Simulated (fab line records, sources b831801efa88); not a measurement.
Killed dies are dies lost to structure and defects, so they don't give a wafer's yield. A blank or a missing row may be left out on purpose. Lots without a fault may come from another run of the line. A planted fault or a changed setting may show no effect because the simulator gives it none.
Chamber matching | flow gf180mcu | GF_V1_CVD_02 on pecvd-02: 3 sister chambers
The step deposits SiO2 from TEOS, target thk 850 nm, time 94.851 s. 18 wafers are shown with their chamber, then 9 later ones without.

WAFERS WITH THEIR CHAMBER
wafer  | chamber | heater_power_w (W) | susceptor_temp_C (C)
L074.1 | 2       | 627                | 400.23
L074.3 | 0       | 827                | 400.15
L074.6 | 1       | 569                | 400.11
L076.1 | 1       | 503                | 400.16
L076.2 | 0       | 806                | 400.34
L076.4 | 2       | 641                | 399.86
L079.1 | 2       | 531                | 400.28
L079.5 | 1       | 576                | 400.38
L079.6 | 2       | 583                | 400.36
L081.1 | 1       | 540                | 399.97
L081.3 | 0       | 682                | 400.02
L081.5 | 2       | 651                | 400.35
L082.1 | 0       | 754                | 400.49
L082.5 | 1       | 593                | 400.05
L082.6 | 2       | 579                | 399.93
L083.3 | 2       | 630                | 399.90
L083.4 | 2       | 513                | 399.69
L083.6 | 0       | 865                | 399.95

SIGNATURES (means of the wafers above)
reading          | chamber 0 | chamber 1 | chamber 2 | scatter within a chamber
heater_power_w   | 786.80    | 556.20    | 594.38    | 54.1
susceptor_temp_C | 400.1900  | 400.1340  | 400.0750  | 0.226
Rule: a wafer's distance from a chamber is the root of the sum, over the readings, of the square of ((its reading less the chamber's mean) divided by the reading's scatter). The wafer belongs to the nearest chamber; if the next one is less than 2 further off, it can't be placed. The scatter: the root of (the sum of the squares of (reading less its chamber's mean) over the shown wafers, divided by (wafers less chambers)).

WAFERS WITHOUT THEIR CHAMBER
wafer  | heater_power_w (W) | susceptor_temp_C (C)
L086.1 | 565                | 399.74
L086.2 | 797                | 400.29
L086.5 | 586                | 399.79
L089.4 | 449                | 399.70
L089.5 | 844                | 400.00
L089.6 | 590                | 400.13
L092.1 | 766                | 399.98
L092.3 | 475                | 400.03
L092.5 | 809                | 400.19

WHICH CHAMBER EACH WENT THROUGH
wafer  | from the rows above     | in truth
L086.1 | can't be placed: 2 or 1 | 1
L086.2 | 0                       | 0
L086.5 | can't be placed: 2 or 1 | 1
L089.4 | can't be placed: 1 or 2 | 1
L089.5 | 0                       | 0
L089.6 | can't be placed: 2 or 1 | 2
L092.1 | 0                       | 0
L092.3 | can't be placed: 1 or 2 | 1
L092.5 | 0                       | 0
Placed correctly: 4 of 9. Can't be placed from these rows: 5 (the true chamber is among the candidates in 5). Placed wrongly: 0.
